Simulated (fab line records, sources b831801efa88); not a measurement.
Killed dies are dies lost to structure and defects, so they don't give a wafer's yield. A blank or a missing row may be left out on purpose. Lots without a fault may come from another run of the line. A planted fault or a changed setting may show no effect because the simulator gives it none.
Chamber matching | flow gf180mcu | GF_V3_CMP_04 on cmp-01: 3 sister chambers
The step polishes SiO2. 3 wafers are shown with their chamber, then 6 later ones without.

WAFERS WITH THEIR CHAMBER
wafer  | chamber | motor_current_A (A)
L591.1 | 0       | 11.6
L591.3 | 1       | 10.8
L591.4 | 3       | 13.0

WAFERS WITHOUT THEIR CHAMBER
wafer  | motor_current_A (A)
L592.2 | 11.0
L592.6 | 12.8
L593.2 | 10.7
L593.5 | 11.3
L593.6 | 12.2
L594.4 | 11.9

WHICH CHAMBER EACH WENT THROUGH
wafer  | from the rows above     | in truth
L592.2 | can't be placed: 1 or 0 | 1
L592.6 | 3                       | 3
L593.2 | 1                       | 1
L593.5 | can't be placed: 0 or 1 | 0
L593.6 | can't be placed: 0 or 3 | 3
L594.4 | 0                       | 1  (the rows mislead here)
Placed correctly: 2 of 6. Can't be placed from these rows: 3 (the true chamber is among the candidates in 3). Placed wrongly: 1.
How it was worked out, from the rows above alone: a wafer's distance from a chamber is the root of the sum, over the readings, of the square of ((its reading less the chamber's mean) divided by the reading's scatter). The wafer belongs to the nearest chamber; if the next one is less than 2 further off, it can't be placed. A chamber's mean is the mean of its shown wafers. The scatter: with one shown wafer a chamber, the root of the mean of the squares of how far each hidden wafer lies from its nearest shown one.
